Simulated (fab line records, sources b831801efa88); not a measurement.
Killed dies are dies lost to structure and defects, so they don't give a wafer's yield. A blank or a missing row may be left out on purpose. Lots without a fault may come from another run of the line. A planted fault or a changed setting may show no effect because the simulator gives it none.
Which tool did it? | flow sky130 | 10 lots, 30 wafers sampled, at 6 steps of a route of 708

WHAT THE GAUGES READ, wafer by wafer
The record holds no reading of a measuring or inspecting step that can be judged against a usual standard deviation.

WHICH TOOL RAN EACH LOT (tool, then ch and the chambers of the sampled wafers, then the start)
lot  | SKY_CONTACT_ETCH_16                | SKY_METAL1_SPUTTER_00        | SKY_METAL1_SPUTTER_01        | SKY_METAL5_METAL_ETCH_15          | SKY_METAL5_STRIP_16                  | SKY_PAD_OPEN_PROBE_99
L538 | rie_diel-04 ch 1,2,3, day 33 08:26 | pvd_sputter-03, day 33 09:50 | pvd_sputter-03, day 33 09:52 | rie_metal-04 ch 0,1, day 45 07:45 | plasma_asher-01 ch 0,1, day 45 07:56 | -
L539 | rie_diel-03 ch 1,2,3, day 33 16:22 | pvd_sputter-03, day 33 17:59 | pvd_sputter-03, day 33 18:01 | rie_metal-04 ch 0,1, day 45 13:33 | plasma_asher-01 ch 0,1, day 45 13:44 | prober-01, day 47 05:03
L541 | rie_diel-04 ch 0,1,2, day 34 12:48 | pvd_sputter-04, day 34 14:10 | pvd_sputter-04, day 34 14:12 | rie_metal-02 ch 0,1, day 46 05:04 | plasma_asher-03 ch 0,1, day 46 05:18 | prober-02, day 47 20:28
L545 | rie_diel-02 ch 2,3, day 35 10:21   | pvd_sputter-02, day 35 11:43 | pvd_sputter-02, day 35 11:45 | rie_metal-03 ch 0, day 46 23:56   | plasma_asher-04 ch 1, day 47 00:10   | prober-02, day 48 15:12
L546 | rie_diel-02 ch 0,3, day 36 08:53   | pvd_sputter-02, day 36 10:16 | pvd_sputter-02, day 36 10:18 | rie_metal-04 ch 0,1, day 47 16:10 | plasma_asher-01 ch 0,1, day 47 16:22 | prober-01, day 49 07:42
L547 | rie_diel-04 ch 0,1,3, day 36 10:44 | pvd_sputter-02, day 36 12:07 | pvd_sputter-02, day 36 12:08 | rie_metal-02 ch 1, day 47 17:32   | plasma_asher-04 ch 0,1, day 47 17:47 | prober-01, day 49 08:43
L548 | rie_diel-03 ch 0,1, day 36 12:51   | pvd_sputter-04, day 36 14:17 | pvd_sputter-04, day 36 16:20 | rie_metal-04 ch 0,1, day 47 23:37 | plasma_asher-01 ch 0,1, day 47 23:49 | prober-01, day 49 12:17
L554 | rie_diel-02 ch 1,3, day 39 00:43   | pvd_sputter-04, day 39 02:09 | pvd_sputter-04, day 39 02:10 | rie_metal-02 ch 0,1, day 49 19:20 | plasma_asher-04 ch 0,1, day 49 19:34 | prober-01, day 51 06:04
L555 | rie_diel-03 ch 0,3, day 39 01:04   | pvd_sputter-02, day 39 02:32 | pvd_sputter-02, day 39 02:33 | rie_metal-04 ch 0,1, day 49 18:14 | plasma_asher-01 ch 0, day 49 18:28   | -
L556 | rie_diel-03 ch 1,2, day 39 03:41   | pvd_sputter-04, day 39 05:07 | pvd_sputter-04, day 39 05:08 | rie_metal-03 ch 0,1, day 49 21:26 | plasma_asher-03 ch 0,1, day 49 21:40 | -
- SKY_CONTACT_ETCH_16: etches BARC in N2/H2, stops on SiO2, time 45.9 s, target depth 60 nm.
- SKY_METAL1_SPUTTER_00: material Ti, target thk 15 nm, time 10 s.
- SKY_METAL1_SPUTTER_01: material TiN, target thk 20 nm, time 16.7 s.
- SKY_METAL5_METAL_ETCH_15: etches the open film in Cl2/BCl3, stops on SiO2, target depth 1260 nm, time 252 s.
- SKY_METAL5_STRIP_16: strips in O2/N2.
- SKY_PAD_OPEN_PROBE_99

WHAT THE TOOLS THEMSELVES READ (means of the sampled wafers that have a number; where no wafer has one, the mark that the record gives instead)
SKY_CONTACT_ETCH_16. Usual: bias_w 99.99 W, standard deviation 0.26; chamber_pressure_mTorr 30.001 mTorr, standard deviation 0.027; drypump_motor_current_A 5.9 A, standard deviation 0.4; n2_flow_sccm 100.0 sccm, standard deviation 0.32; oes_product_au 0.855 a.u., standard deviation 0.0052; throttle_valve_pct 13.224 %, standard deviation 0.0083.
lot  | tool        | bias_w (W) | chamber_pressure_mTorr (mTorr) | drypump_motor_current_A (A) | n2_flow_sccm (sccm) | oes_product_au (a.u.) | throttle_valve_pct (%) | flag
L538 | rie_diel-04 | 99.95      | 29.987                         | 5.9                         | 100.2               | 0.851                 | 13.213                 |
L539 | rie_diel-03 | 99.86      | 30.020                         | 6.1                         | 100.0               | 0.859                 | 13.221                 |
L541 | rie_diel-04 | 100.09     | 30.028                         | 6.1                         | 100.2               | 0.849                 | 13.222                 |
L545 | rie_diel-02 | 99.96      | 30.007                         | 5.8                         | 99.9                | 0.855                 | 13.223                 |
L546 | rie_diel-02 | 100.05     | 29.991                         | 5.9                         | 100.2               | 0.852                 | 13.219                 |
L547 | rie_diel-04 | 100.03     | 29.994                         | 5.7                         | 100.3               | 0.856                 | 13.219                 |
L548 | rie_diel-03 | 99.84      | 29.985                         | 5.9                         | 100.2               | 0.860                 | 13.222                 |
L554 | rie_diel-02 | 100.00     | 29.993                         | 5.5                         | 100.4               | 0.855                 | 13.225                 |
L555 | rie_diel-03 | 99.68      | 30.014                         | 5.8                         | 100.0               | 0.855                 | 13.217                 |
L556 | rie_diel-03 | 99.77      | 30.013                         | 6.1                         | 99.5                | 0.856                 | 13.219                 |

SKY_METAL1_SPUTTER_00. Usual: throttle_valve_pct 30.1 %, standard deviation 1.3.
lot  | tool           | throttle_valve_pct (%) | flag
L538 | pvd_sputter-03 | 29.1                   |
L539 | pvd_sputter-03 | 29.7                   |
L541 | pvd_sputter-04 | 31.3                   |
L545 | pvd_sputter-02 | 30.5                   |
L546 | pvd_sputter-02 | 29.3                   |
L547 | pvd_sputter-02 | 30.6                   |
L548 | pvd_sputter-04 | 31.1                   |
L554 | pvd_sputter-04 | 31.8                   |
L555 | pvd_sputter-02 | 29.9                   |
L556 | pvd_sputter-04 | 29.8                   |

SKY_METAL1_SPUTTER_01. Usual: throttle_valve_pct 30.2 %, standard deviation 1.3.
lot  | tool           | throttle_valve_pct (%) | flag
L538 | pvd_sputter-03 | 29.2                   |
L539 | pvd_sputter-03 | 29.8                   |
L541 | pvd_sputter-04 | 31.2                   |
L545 | pvd_sputter-02 | 30.6                   |
L546 | pvd_sputter-02 | 29.5                   |
L547 | pvd_sputter-02 | 30.6                   |
L548 | pvd_sputter-04 | 31.2                   |
L554 | pvd_sputter-04 | 31.6                   |
L555 | pvd_sputter-02 | 29.5                   |
L556 | pvd_sputter-04 | 29.8                   |

SKY_METAL5_METAL_ETCH_15. Usual: bcl3_flow_sccm 30.01 sccm, standard deviation 0.079; bias_w 48.49 W, standard deviation 0.14; drypump_motor_current_A 5.79 A, standard deviation 0.27; oes_product_au 0.895 a.u., standard deviation 0.0046; throttle_valve_pct 22.265 %, standard deviation 0.0088.
lot  | tool         | bcl3_flow_sccm (sccm) | bias_w (W) | drypump_motor_current_A (A) | oes_product_au (a.u.) | throttle_valve_pct (%) | flag
L538 | rie_metal-04 | 29.98                 | 48.48      | 5.97                        | 0.896                 | 22.268                 |
L539 | rie_metal-04 | 29.89                 | 48.39      | 6.10                        | 0.894                 | 22.269                 |
L541 | rie_metal-02 | 29.99                 | 48.53      | 5.56                        | 0.894                 | 22.261                 |
L545 | rie_metal-03 | -                     | -          | -                           | -                     | -                      | OFF
L546 | rie_metal-04 | -                     | -          | -                           | -                     | -                      | OFF
L547 | rie_metal-02 | -                     | -          | -                           | -                     | -                      | OFF
L548 | rie_metal-04 | 30.06                 | 48.27      | 6.01                        | 0.894                 | 22.267                 |
L554 | rie_metal-02 | 29.98                 | 48.54      | 5.57                        | 0.896                 | 22.265                 |
L555 | rie_metal-04 | 29.90                 | 48.33      | 6.00                        | 0.894                 | 22.266                 |
L556 | rie_metal-03 | 30.05                 | 48.51      | 6.00                        | 0.892                 | 22.266                 |

SKY_METAL5_STRIP_16. Usual: drypump_motor_current_A 5.8 A, standard deviation 0.31; n2_flow_sccm 299.9 sccm, standard deviation 0.94; oes_product_au 0.710 a.u., standard deviation 0.005; strip_time_to_endpoint_s 13.17 s, standard deviation 0.12.
lot  | tool            | drypump_motor_current_A (A) | n2_flow_sccm (sccm) | oes_product_au (a.u.) | strip_time_to_endpoint_s (s) | flag
L538 | plasma_asher-01 | 6.2                         | 301.1               | 0.712                 | 13.08                        |
L539 | plasma_asher-01 | 6.1                         | 300.1               | 0.708                 | 13.04                        |
L541 | plasma_asher-03 | 5.4                         | 299.7               | 0.710                 | 13.34                        |
L545 | plasma_asher-04 | 5.9                         | 299.9               | 0.712                 | 21.53                        | OFF
L546 | plasma_asher-01 | 6.1                         | 300.2               | 0.717                 | 21.62                        | OFF
L547 | plasma_asher-04 | 5.7                         | 298.8               | 0.712                 | 21.62                        | OFF
L548 | plasma_asher-01 | 6.1                         | 301.6               | 0.708                 | 13.00                        |
L554 | plasma_asher-04 | 5.8                         | 300.0               | 0.710                 | 13.13                        |
L555 | plasma_asher-01 | 5.8                         | 298.4               | 0.709                 | 13.09                        |
L556 | plasma_asher-03 | 5.4                         | 299.1               | 0.710                 | 13.19                        |

SKY_PAD_OPEN_PROBE_99. Usual: defect_limited_yield 82.5 %, standard deviation 1.8; killed_at_M0_to_M3 44, standard deviation 7.1; killed_at_M4_up 3.0, standard deviation 1.9; killed_at_contacts 25, standard deviation 5.6; killed_at_front_end 14, standard deviation 4.1; killed_at_other 0.2, standard deviation 0.44; killed_dies 86, standard deviation 9.1; killed_on_rim 17, standard deviation 3.7; killed_open 47, standard deviation 7.4; killed_short 39, standard deviation 5.7; sort_bin_3_pad_short 0.9 %, standard deviation 0.37; sort_bin_5_function 10.3 %, standard deviation 1.6; sort_bin_6_memory 6.3 %, standard deviation 1.1; sort_n_pass 406, standard deviation 9.1; sort_yield_pct 82.5 %, standard deviation 1.8.
lot  | tool      | defect_limited_yield (%) | killed_at_M0_to_M3 | killed_at_M4_up | killed_at_contacts | killed_at_front_end | killed_at_other | killed_dies | killed_on_rim | killed_open | killed_short | sort_bin_3_pad_short (%) | sort_bin_5_function (%) | sort_bin_6_memory (%) | sort_n_pass | sort_yield_pct (%) | flag
L539 | prober-01 | 82.6                     | 43                 | 2.7             | 20                 | 19                  | 0.0             | 85          | 18            | 46          | 39           | 1.3                      | 9.7                     | 6.3                   | 407         | 82.6               |
L541 | prober-02 | 81.0                     | 48                 | 3.0             | 26                 | 16                  | 0.3             | 93          | 18            | 50          | 43           | 1.1                      | 11.3                    | 6.6                   | 399         | 81.0               |
L545 | prober-02 | 0.0                      | 50                 | 408.0           | 24                 | 9                   | 0.7             | 492         | 96            | 48          | 40           | 0.9                      | 91.5                    | 7.5                   | 0           | 0.0                | OFF
L546 | prober-01 | 0.0                      | 51                 | 392.7           | 32                 | 16                  | 0.3             | 492         | 96            | 56          | 47           | 0.8                      | 92.0                    | 7.2                   | 0           | 0.0                | OFF
L547 | prober-01 | 0.0                      | 40                 | 413.7           | 26                 | 13                  | 0.0             | 492         | 96            | 44          | 39           | 0.9                      | 93.0                    | 6.2                   | 0           | 0.0                | OFF
L548 | prober-01 | 83.9                     | 39                 | 2.0             | 27                 | 11                  | 0.0             | 79          | 13            | 42          | 37           | 0.8                      | 10.4                    | 5.0                   | 413         | 83.9               |
L554 | prober-01 | 81.2                     | 50                 | 2.3             | 25                 | 15                  | 0.0             | 93          | 21            | 48          | 45           | 1.1                      | 11.7                    | 6.0                   | 399         | 81.2               |

THE ANSWER, worked out from the rows above alone
Rule: a lot is off if the mean of its wafers that have a number lies more than 3 standard deviations from the usual mean. A lot without any number at a reading at which 4 lots or more have one is off too. The other lots that the step has rows for count as sound. The gauges are gone through in route order, then the tools' own readings, and for those a lot's mean is taken as printed above. The first step at which some lot is off is used, and at that step the reading that is off furthest; a lot without a number counts as furthest.
Off: L545, L546, L547, at SKY_METAL5_METAL_ETCH_15 (bcl3_flow_sccm). Without a number there: L545, L546, L547.
A tool fits if, at that step or a process step before it, it ran every lot that is off, and no sound lot after the first of them. None of those tried fits.

WHAT THE SIMULATOR HAD PUT IN
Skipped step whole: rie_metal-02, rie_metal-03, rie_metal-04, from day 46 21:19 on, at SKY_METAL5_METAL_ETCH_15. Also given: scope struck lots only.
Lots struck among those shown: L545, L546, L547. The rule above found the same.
